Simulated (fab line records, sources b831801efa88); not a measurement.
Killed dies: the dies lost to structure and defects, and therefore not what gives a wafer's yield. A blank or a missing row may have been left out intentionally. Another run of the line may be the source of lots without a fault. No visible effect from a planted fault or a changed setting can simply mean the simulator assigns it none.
The tool behind it: which one? -- flow sky130 -- 24 lots, 72 wafers sampled, at 6 steps of a route of 708

WHAT EACH GAUGE READ, for each wafer
SKY_LDD_N_OVL_MEAS_07. Usual: for LDD_N_OVL the level is -0.4 nm and the standard deviation is 1.4.
lot,measured,on,LDD_N_OVL (nm),flag
L074,day 17 21:36,overlay-01,-2.6 -1.1 0.6,
L075,day 18 06:43,overlay-01,-0.5 -1.0 -2.9,
L076,day 18 14:55,overlay-01,-1.6 0.0 -1.7,
L077,day 19 06:37,overlay-01,3.5 -0.5 -0.4,
L079,day 20 03:06,overlay-02,-1.2 -1.7 2.4,
L080,day 20 03:40,overlay-02,-0.3 1.2 -0.1,
L078,day 20 04:34,overlay-01,2.5 0.4 -0.1,
L081,day 20 11:03,overlay-01,-1.3 -2.5 -0.1,
L082,day 21 05:21,overlay-02,0.2 0.9 -0.5,
L083,day 21 07:15,overlay-02,1.1 -0.1 -0.2,
L085,day 21 22:37,overlay-01,-1.8 -0.3 0.6,
L084,day 21 22:54,overlay-01,0.3 -1.9 0.4,
L086,day 22 04:16,overlay-01,-2.2 -0.8 -2.3,
L087,day 22 15:02,overlay-01,-1.6 -0.6 -0.6,
L088,day 23 00:36,overlay-02,0.3 1.2 -0.5,
L089,day 23 10:21,overlay-01,-2.6 -1.7 -0.2,
L090,day 23 20:40,overlay-02,-0.8 1.6 0.4,
L092,day 24 12:52,overlay-01,-1.1 -4.0 -1.4,
L091,day 24 16:16,overlay-01,0.4 1.0 0.0,
L093,day 24 21:31,overlay-01,-1.8 -2.3 -1.6,
L094,day 25 05:34,overlay-02,-1.0 0.0 -0.1,
L096,day 25 19:48,overlay-01,-0.8 -3.3 -2.0,
L095,day 25 23:42,overlay-02,1.4 2.7 0.1,
L097,day 26 14:24,overlay-01,-0.5 -0.3 -0.1,

SKY_SD_N_OVL_MEAS_08. Usual: for SD_N_OVL the level is -0.6 nm and the standard deviation is 1.3.
lot,measured,on,SD_N_OVL (nm),flag
L074,day 28 03:10,overlay-01,-1.3 -3.0 -2.4,
L075,day 28 15:11,overlay-01,1.8 0.9 1.5,
L076,day 28 19:32,overlay-01,-0.6 -2.1 -1.0,
L077,day 29 11:25,overlay-02,1.2 0.1 0.5,
L079,day 30 07:56,overlay-01,0.4 -0.7 0.4,
L080,day 30 08:32,overlay-01,-2.6 -1.8 -1.1,
L078,day 30 08:46,overlay-02,2.2 2.1 0.2,
L081,day 30 11:16,overlay-01,0.5 1.6 0.1,
L082,day 31 07:50,overlay-01,-1.1 -3.1 -1.6,
L083,day 31 10:53,overlay-01,0.8 0.4 -1.5,
L085,day 31 19:26,overlay-02,-0.6 -1.4 0.0,
L084,day 31 23:44,overlay-01,-3.5 -1.9 -2.0,
L086,day 32 03:08,overlay-01,-0.7 0.1 -0.2,
L087,day 32 14:18,overlay-01,0.0 -0.3 -1.4,
L088,day 32 20:20,overlay-01,-0.6 -1.2 -1.3,
L089,day 33 06:16,overlay-01,-1.7 -0.5 -1.8,
L090,day 33 14:47,overlay-02,0.6 0.4 0.3,
L092,day 34 06:23,overlay-01,-3.5 -3.0 -2.0,
L091,day 34 10:28,overlay-02,-2.2 -1.6 -1.5,
L093,day 34 11:32,overlay-01,-1.0 -1.5 -1.4,
L094,day 34 22:17,overlay-02,0.0 -0.4 0.9,
L096,day 35 05:35,overlay-02,0.8 1.7 -0.6,
L095,day 35 12:34,overlay-01,-1.3 0.0 -1.7,
L097,day 36 02:37,overlay-02,-0.2 0.0 1.1,

SKY_VIA2_THK_MEAS_01. Usual: for VIA2_HDPCVD_THK the level is 1185 nm and the standard deviation is 13.
lot,measured,on,VIA2_HDPCVD_THK (nm),flag
L074,day 35 12:48,film-metro-02,1182 1177 1199,
L075,day 35 22:50,film-metro-04,1183 1163 1169,
L076,day 36 03:20,film-metro-02,1197 1204 1196,
L077,day 36 17:59,film-metro-01,1172 1196 1190,
L079,day 37 13:58,film-metro-02,1174 1193 1178,
L080,day 37 14:01,film-metro-04,1183 1179 1207,
L078,day 37 14:16,film-metro-01,1155 1171 1158,
L081,day 37 17:16,film-metro-01,1166 1170 1167,
L082,day 38 12:14,film-metro-01,1192 1170 1175,
L083,day 38 15:32,film-metro-02,1187 1162 1174,
L085,day 38 20:50,film-metro-02,1196 1187 1177,
L084,day 39 02:14,film-metro-01,1186 1176 1195,
L086,day 39 06:19,film-metro-04,1189 1190 1186,
L087,day 39 16:14,film-metro-02,1183 1173 1160,
L088,day 39 21:28,film-metro-02,1182 1197 1189,
L089,day 40 06:43,film-metro-02,1184 1175 1203,
L090,day 40 13:18,film-metro-02,1186 1186 1184,
L092,day 41 04:05,film-metro-04,1184 1204 1203,
L091,day 41 07:49,film-metro-04,1201 1198 1189,
L093,day 41 09:40,film-metro-04,1204 1191 1196,
L094,day 41 18:12,film-metro-04,1202 1196 1197,
L096,day 42 01:13,film-metro-02,1200 1189 1195,
L095,day 42 06:52,film-metro-01,1184 1186 1186,
L097,day 42 19:54,film-metro-01,1179 1175 1179,

SKY_CAPM_THK_MEAS_01. Usual: for CAPM_CVD_00_THK the level is 15.62 nm and the standard deviation is 0.2.
lot,measured,on,CAPM_CVD_00_THK (nm),flag
L074,day 36 17:19,film-metro-02,15.58 15.77 15.62,
L075,day 37 03:17,film-metro-01,15.85 15.80 16.01,
L076,day 37 07:49,film-metro-02,15.72 15.74 15.95,
L077,day 37 22:14,film-metro-02,15.42 15.18 15.86,
L079,day 38 17:22,film-metro-02,15.30 15.25 15.59,
L080,day 38 18:22,film-metro-03,15.77 15.44 15.61,
L078,day 38 18:36,film-metro-03,15.72 15.82 16.00,
L081,day 38 21:09,film-metro-01,15.55 15.53 15.66,
L082,day 39 16:00,film-metro-02,15.42 15.18 15.38,
L083,day 39 18:43,film-metro-03,15.73 15.86 15.81,
L085,day 39 23:43,film-metro-01,15.32 15.63 15.41,
L084,day 40 05:31,film-metro-01,15.30 15.66 16.00,
L086,day 40 09:46,film-metro-02,15.64 15.63 15.82,
L087,day 40 19:28,film-metro-03,15.64 15.69 15.73,
L088,day 41 00:31,film-metro-02,15.67 15.74 15.82,
L089,day 41 09:37,film-metro-03,15.33 15.79 15.67,
L090,day 41 16:16,film-metro-02,15.79 15.47 15.67,
L092,day 42 05:35,film-metro-03,15.37 15.51 15.68,
L091,day 42 11:05,film-metro-02,15.45 15.56 15.73,
L093,day 42 12:07,film-metro-03,15.32 15.53 15.49,
L094,day 42 19:58,film-metro-03,15.61 15.43 15.79,
L096,day 43 03:07,film-metro-02,15.18 15.17 15.60,
L095,day 43 08:28,film-metro-02,15.30 15.58 15.83,
L097,day 43 21:26,film-metro-02,15.47 15.93 15.51,

SKY_VIA3_OVL_MEAS_13. Usual: for VIA3_OVL the level is 0 nm and the standard deviation is 5.8.
lot,measured,on,VIA3_OVL (nm),flag
L074,day 40 00:55,overlay-02,6 8 8,
L075,day 40 09:35,overlay-01,2 4 3,
L076,day 40 13:41,overlay-02,3 -2 4,
L077,day 41 03:28,overlay-01,-1 4 -2,
L079,day 41 20:43,overlay-01,9 -1 10,
L080,day 41 21:40,overlay-01,2 -7 3,
L078,day 41 22:31,overlay-01,1 -5 4,
L081,day 42 01:04,overlay-02,6 6 -3,
L082,day 42 19:40,overlay-02,12 -11 -7,
L083,day 42 21:46,overlay-02,0 -3 4,
L085,day 43 02:59,overlay-02,-6 -1 -2,
L084,day 43 08:52,overlay-01,-8 -6 1,
L086,day 43 13:05,overlay-02,-11 -9 -3,
L087,day 43 21:23,overlay-01,12 7 7,
L088,day 44 00:55,overlay-02,-3 6 7,
L089,day 44 10:25,overlay-01,0 0 2,
L090,day 44 16:22,overlay-02,-9 -1 -6,
L092,day 45 04:32,overlay-02,9 7 -5,
L091,day 45 10:22,overlay-01,8 2 1,
L093,day 45 10:40,overlay-02,-2 -4 1,
L094,day 45 18:04,overlay-02,12 -1 1,
L096,day 46 01:34,overlay-02,4 -3 -6,
L095,day 46 05:19,overlay-01,-8 -4 0,
L097,day 46 16:19,overlay-01,-4 -2 -1,

TOOL THAT RAN EACH LOT (tool first, then ch and the chambers of the sampled wafers, then the start)
lot,SKY_LDD_N_STRIP_16
L074,"plasma-asher-04 ch 0,1, day 17 22:50"
L075,"plasma-asher-02 ch 0,1, day 18 07:58"
L076,"plasma-asher-02 ch 0,1, day 18 16:08"
L077,"plasma-asher-02 ch 0,1, day 19 07:50"
L079,"plasma-asher-03 ch 0,1, day 20 04:20"
L080,"plasma-asher-03 ch 0,1, day 20 04:53"
L078,"plasma-asher-02 ch 0, day 20 05:47"
L081,"plasma-asher-04 ch 0,1, day 20 12:17"
L082,"plasma-asher-03 ch 0,1, day 21 06:35"
L083,"plasma-asher-02 ch 1, day 21 08:29"
L085,"plasma-asher-03 ch 0, day 21 23:50"
L084,"plasma-asher-03 ch 0,1, day 22 00:08"
L086,"plasma-asher-02 ch 0,1, day 22 05:29"
L087,"plasma-asher-03 ch 0,1, day 22 16:17"
L088,"plasma-asher-02 ch 0,1, day 23 01:50"
L089,"plasma-asher-02 ch 0,1, day 23 11:35"
L090,"plasma-asher-03 ch 0,1, day 23 21:53"
L092,"plasma-asher-03 ch 0,1, day 24 14:07"
L091,"plasma-asher-03 ch 0,1, day 24 17:29"
L093,"plasma-asher-02 ch 0,1, day 24 22:44"
L094,"plasma-asher-03 ch 0,1, day 25 06:47"
L096,"plasma-asher-03 ch 0,1, day 25 21:02"
L095,"plasma-asher-03 ch 0,1, day 26 00:56"
L097,"plasma-asher-02 ch 0,1, day 26 15:38"
- SKY_LDD_N_STRIP_16: strips in O2/N2.

AS READ BY THE TOOLS THEMSELVES (means over the sampled wafers that have a number; for cases with no such wafer, the mark the record gives instead)
SKY_LDD_N_STRIP_16. Usual: drypump-motor-current-A 6.0 A, standard deviation 0.5; oes-product-au 0.407 a.u., standard deviation 0.0043; strip-time-to-endpoint-s 4.310 s, standard deviation 0.016.
lot,tool,drypump-motor-current-A (A),oes-product-au (a.u.),strip-time-to-endpoint-s (s),flag
L074,plasma-asher-04,6.1,0.404,4.315,
L075,plasma-asher-02,5.6,0.406,4.305,
L076,plasma-asher-02,6.0,0.404,4.302,
L077,plasma-asher-02,5.6,0.407,4.313,
L079,plasma-asher-03,6.0,0.407,4.294,
L080,plasma-asher-03,6.0,0.406,4.308,
L078,plasma-asher-02,6.4,0.404,4.299,
L081,plasma-asher-04,6.1,0.402,4.325,
L082,plasma-asher-03,6.0,0.403,4.306,
L083,plasma-asher-02,5.2,0.403,4.339,
L085,plasma-asher-03,5.8,0.409,4.315,
L084,plasma-asher-03,6.3,0.408,4.301,
L086,plasma-asher-02,5.6,0.407,4.305,
L087,plasma-asher-03,6.0,0.404,4.346,
L088,plasma-asher-02,6.0,0.412,4.303,
L089,plasma-asher-02,6.0,0.407,4.309,
L090,plasma-asher-03,6.3,0.407,4.308,
L092,plasma-asher-03,6.0,0.405,4.326,
L091,plasma-asher-03,6.0,0.406,4.302,
L093,plasma-asher-02,5.6,0.402,4.294,
L094,plasma-asher-03,6.3,0.408,4.306,
L096,plasma-asher-03,6.3,0.406,4.284,
L095,plasma-asher-03,6.0,0.408,4.314,
L097,plasma-asher-02,6.0,0.408,4.306,

THE ANSWER, worked out from the rows above alone
Rule: lot off if the mean of its wafers having a number is beyond 3 standard deviations from the usual mean. A lot without any number at a reading at which 4 lots or more have one is off too. All remaining lots with rows at the step are treated as sound. After the gauges, taken in route order, come the tools' own readings; for these a lot's mean is taken, as printed above. The first step at which some lot is off is used, and at that step the reading that is off furthest; a lot without a number counts as furthest.
Nothing can be told from this: no lot is off at any reading shown.

WHAT THE SIMULATOR HAD PUT IN
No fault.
